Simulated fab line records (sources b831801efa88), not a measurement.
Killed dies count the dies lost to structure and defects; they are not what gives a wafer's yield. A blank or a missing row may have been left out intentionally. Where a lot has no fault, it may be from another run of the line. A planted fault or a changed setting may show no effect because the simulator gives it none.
Matching of chambers ; flow gf180mcu ; 3 sister chambers for GF_MIM_CVD_05 on pecvd-01
The step deposits Si3N4, target thk 42 nm, time 29.086 s. 6 wafers are shown with their chamber, then 7 later ones without.

## EACH WAFER AND ITS CHAMBER
wafer;chamber;heaterPowerOuterW (W);heaterPowerW (W)
L883.3;1;496;844
L885.5;1;498;836
L887.5;2;440;736
L896.1;2;440;713
L898.2;0;353;624
L898.5;0;355;611

## WAFERS WHOSE CHAMBER IS MISSING
wafer;heaterPowerOuterW (W);heaterPowerW (W)
L898.6;394;662
L901.1;379;652
L901.2;382;644
L901.5;392;650
L902.1;326;583
L902.4;340;594
L902.6;343;584

## EACH ONE'S CHAMBER
wafer;from the rows above;in truth
L898.6;0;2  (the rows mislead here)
L901.1;0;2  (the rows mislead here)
L901.2;0;0
L901.5;0;0
L902.1;0;0
L902.4;0;0
L902.6;0;0
Placed correctly: 5 of 7. Can't be placed from these rows: 0. Wrongly placed: 2.
How it was worked out, from the rows above alone: a wafer's distance from a chamber is the root of the sum, over the readings, of the square of ((its reading less the chamber's mean) divided by the reading's scatter). The wafer belongs to the nearest chamber; if the next one is less than 2 further off, it can't be placed. Each chamber's mean is taken over the wafers shown for it. How the scatter is found: for the shown wafers, subtract from each reading the mean of its chamber, square and add these, divide the total by (wafers less chambers), then take the root.
